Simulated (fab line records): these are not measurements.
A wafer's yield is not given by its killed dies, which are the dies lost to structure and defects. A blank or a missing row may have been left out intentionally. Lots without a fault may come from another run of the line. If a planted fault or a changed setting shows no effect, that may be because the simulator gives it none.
Which tool did it? / flow gf180mcu / 7 lots, 21 wafers sampled, at 3 steps of a route of 602

WHAT THE GAUGES SHOWED, per wafer
GF_HV_LDD_TW_MEAS_38.
lot=L875; measured=day 12 00:10; on=film metro-02; HV_LDD_3_TW=1425 1414 1422
lot=L878; measured=day 12 22:13; on=film metro-04; HV_LDD_3_TW=1399 1409 1395
lot=L880; measured=day 13 13:58; on=film metro-04; HV_LDD_3_TW=1399 1395 1398
lot=L888; measured=day 16 02:55; on=film metro-04; HV_LDD_3_TW=1289 1288 1281
lot=L890; measured=day 16 18:34; on=film metro-01; HV_LDD_3_TW=1307 1308 1304
lot=L892; measured=day 17 10:19; on=film metro-04; HV_LDD_3_TW=1399 1394 1398
lot=L894; measured=day 17 23:37; on=film metro-04; HV_LDD_3_TW=1398 1389 1399

TOOL THAT RAN EACH LOT (tool first, then ch and the chambers of the sampled wafers, then the start)
lot=L875; GF_HV_LDD_STRIP_22=plasma asher-04 ch 0,1, day 11 04:04; GF_HV_LDD_IMPLANT_35=implanter-03 ch 0, day 11 23:46
lot=L878; GF_HV_LDD_STRIP_22=plasma asher-03 ch 0,1, day 12 02:22; GF_HV_LDD_IMPLANT_35=implanter-04 ch 0, day 12 21:49
lot=L880; GF_HV_LDD_STRIP_22=plasma asher-04 ch 0,1, day 12 17:22; GF_HV_LDD_IMPLANT_35=implanter-03 ch 0, day 13 13:35
lot=L888; GF_HV_LDD_STRIP_22=plasma asher-04 ch 0,1, day 15 04:28; GF_HV_LDD_IMPLANT_35=implanter-02, day 16 02:32
lot=L890; GF_HV_LDD_STRIP_22=plasma asher-03 ch 0,1, day 15 19:10; GF_HV_LDD_IMPLANT_35=implanter-04, day 16 18:10
lot=L892; GF_HV_LDD_STRIP_22=plasma asher-04 ch 0,1, day 16 10:21; GF_HV_LDD_IMPLANT_35=implanter-03 ch 0, day 17 09:56
lot=L894; GF_HV_LDD_STRIP_22=plasma asher-04 ch 0, day 16 23:28; GF_HV_LDD_IMPLANT_35=implanter-02 ch 0, day 17 23:14
- GF_HV_LDD_STRIP_22: strips in O2/N2.
- GF_HV_LDD_IMPLANT_35

THE ANSWER, worked out from the rows above alone
Rule: what is usual is taken from the lots themselves. Put in order of their means at a reading, lots are off if they are a third of the lots or fewer, leave a main group of 4 or more, and stand apart from it by a gap of 3 or more times the standard deviation of the main group's means; of several such gaps the widest counts. A main group whose means are all the same, to the digits that the tables above print for the reading, isn't used. Also off: a lot with no number at a reading for which 4 or more lots have one. Where the step has rows for the other lots, those lots are counted as sound.
Off: L888, L890, at GF_HV_LDD_TW_MEAS_38 (HV_LDD_3_TW). Mean 1402 and standard deviation 9.3 in the main group.
A tool fits if, at a process step before that reading, it ran every lot that is off, and no sound lot after the first of them. Gauges at GF_HV_LDD_TW_MEAS_38: tried the same way as those tools. None of those tried fits.

WHAT HAD BEEN PUT IN BY THE SIMULATOR
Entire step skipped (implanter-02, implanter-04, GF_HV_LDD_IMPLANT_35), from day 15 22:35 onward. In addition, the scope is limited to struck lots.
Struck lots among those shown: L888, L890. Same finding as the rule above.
